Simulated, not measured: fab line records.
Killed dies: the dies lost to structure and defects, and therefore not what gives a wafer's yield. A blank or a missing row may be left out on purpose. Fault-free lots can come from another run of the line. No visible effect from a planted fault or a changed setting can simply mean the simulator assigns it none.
Which of the tools did it? / flow sky130 / 6 lots (18 wafers sampled), 1 step of a 708-step route

== WHAT THE GAUGES SHOWED, per wafer ==
SKY_VT_ADJUST_NCORE_CD_MEAS_07: the cd target is 380 nm.
lot=L345; measured=day 9 18:52; on=cdSem-01; cdNm (nm)=375.4 376.0 374.8
lot=L348; measured=day 10 13:25; on=cdSem-02; cdNm (nm)=377.7 379.4 376.6
lot=L352; measured=day 11 11:11; on=cdSem-02; cdNm (nm)=385.5 385.6 384.8
lot=L360; measured=day 13 19:05; on=cdSem-02; cdNm (nm)=377.5 378.5 378.7
lot=L362; measured=day 14 09:25; on=cdSem-01; cdNm (nm)=378.5 378.1 378.7
lot=L365; measured=day 15 02:05; on=cdSem-02; cdNm (nm)=379.3 381.5 380.8

== EACH LOT AND THE TOOL THAT RAN IT (in order: tool; ch and the chambers of the sampled wafers; start) ==
Before these readings, the record contains no process step.

== THE ANSWER, worked out from the rows above alone ==
Rule: what is usual is taken from the lots themselves. Put in order of their means at a reading, lots are off if they are a third of the lots or fewer, leave a main group of 4 or more, and stand apart from it by a gap of 3 or more times the standard deviation of the main group's means; of several such gaps the widest counts. The tables above print the reading to a certain number of digits; a main group whose means all agree to those digits is not used. A lot without any number at a reading at which 4 lots or more have one is off too. The other lots that the step has rows for count as sound.
No lot is off on any of the readings shown, so nothing can be concluded from this.

== WHAT THE SIMULATOR HAD INSERTED ==
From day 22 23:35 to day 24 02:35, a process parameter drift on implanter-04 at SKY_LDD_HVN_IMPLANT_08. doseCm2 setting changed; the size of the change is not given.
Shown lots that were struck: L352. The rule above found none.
